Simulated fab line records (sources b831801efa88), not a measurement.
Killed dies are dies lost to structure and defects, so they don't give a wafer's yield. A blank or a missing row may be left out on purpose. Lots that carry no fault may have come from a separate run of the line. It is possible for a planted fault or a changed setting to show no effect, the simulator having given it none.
One fault through the eyes of 2 desks	flow sky130	each desk has only its own numbers; what lay behind them comes last

== THE METROLOGY DESK ==
Means of the sampled wafers that have a number, per lot and without regard to the tool the lot ran on: this is what the gauges read. Any lot whose mean is over 4 standard deviations away from the usual mean is out of limits and marked OUT; that distance is given in the brackets.
Columns: A = cd nm at SKY_SONOS_TUNNEL_CD_MEAS_07, usual 410 nm; B = SONOS_ONO_OXIDATION_THK at SKY_SONOS_ONO_THK_MEAS_01, usual 2.59 nm
lot	first seen here	A	B
L433	day 11 06:30	413	2.60
L434	day 11 11:39	407	2.59
L435	day 11 23:43	404	2.49
L436	day 12 06:36	411	2.57
L437	day 12 17:31	411	2.60
L445	day 15 13:16	408	2.64
L452	day 17 18:15	410	2.62
L453	day 18 01:11	410	2.54
L454	day 18 11:55	411	2.63
L455	day 18 19:02	413	2.62
L456	day 19 02:01	405	2.63
Finding of this desk: none of the 11 lots has anything out of limits.

== FOR THE TOOL OWNER'S DESK: lpcvd-01 ==
The tool's own readings at SKY_POLY_GATE_CVD_00 (deposits poly-Si, target thk 180 nm, time 720 s): means of the sampled wafers that have a number, for each lot that ran on this tool. Any lot whose mean is over 4 standard deviations away from the usual mean is out of limits and marked OUT; that distance is given in the brackets.
Columns: A = spike tc centre C at SKY_POLY_GATE_CVD_00, usual 621.5 C; B = spike tc top C at SKY_POLY_GATE_CVD_00, usual 635.7 C; C = spike tc upper C at SKY_POLY_GATE_CVD_00, usual 620.1 C; D = zone power centre pct at SKY_POLY_GATE_CVD_00, usual 8.8 %; E = zone power upper pct at SKY_POLY_GATE_CVD_00, usual 7.09 %
lot	first seen here	A	B	C	D	E
L433	day 13 17:45	620.8	635.8	619.7	7.6	7.29
L434	day 14 03:04	619.7	635.7	620.4	10.2	6.86
L435	day 14 12:56	622.5	635.7	620.2	7.6	7.26
L436	day 14 21:10	620.9	635.8	620.0	10.0	6.83
L437	day 15 09:35	622.8	634.4	620.3	7.6	7.25
L445	day 18 10:59	630.5 (+6.9) OUT	647.1 (+10) OUT	557.2 (-66) OUT	11.8	0.01 (-37) OUT
L452	day 20 20:50	620.3	635.9	620.7	10.1	6.96
L453	day 21 03:24	622.1	636.1	620.2	7.6	7.21
L454	day 21 14:22	620.3	635.9	619.9	10.1	6.89
L455	day 21 19:52	619.7	636.3	620.7	10.1	6.96
L456	day 22 04:47	619.9	635.0	619.8	10.0	6.90
This desk's finding: out of limits on L445; first on L445, day 18 10:59 (spike tc centre C at SKY_POLY_GATE_CVD_00). L433, L434, L435, L436, L437, L452, L453, L454, L455, L456: within limits.

== BROUGHT TOGETHER ==
An alarm could have come from the tool owner's desk at day 18 10:59, on L445.
From the metrology desk's view, nothing was out of limits.
The metrology desk has L445 on record, within its limits.
The lots listed all ran SKY_POLY_GATE_CVD_00 on lpcvd-01.

== WHAT HAD BEEN PUT IN BY THE SIMULATOR ==
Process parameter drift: lpcvd-01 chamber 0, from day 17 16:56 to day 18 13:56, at SKY_POLY_GATE_CVD_00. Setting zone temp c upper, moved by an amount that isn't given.
Lots struck among those shown: L445.
Hours from the fault's start to each desk's first reading out of limits: the tool owner's desk, 18.
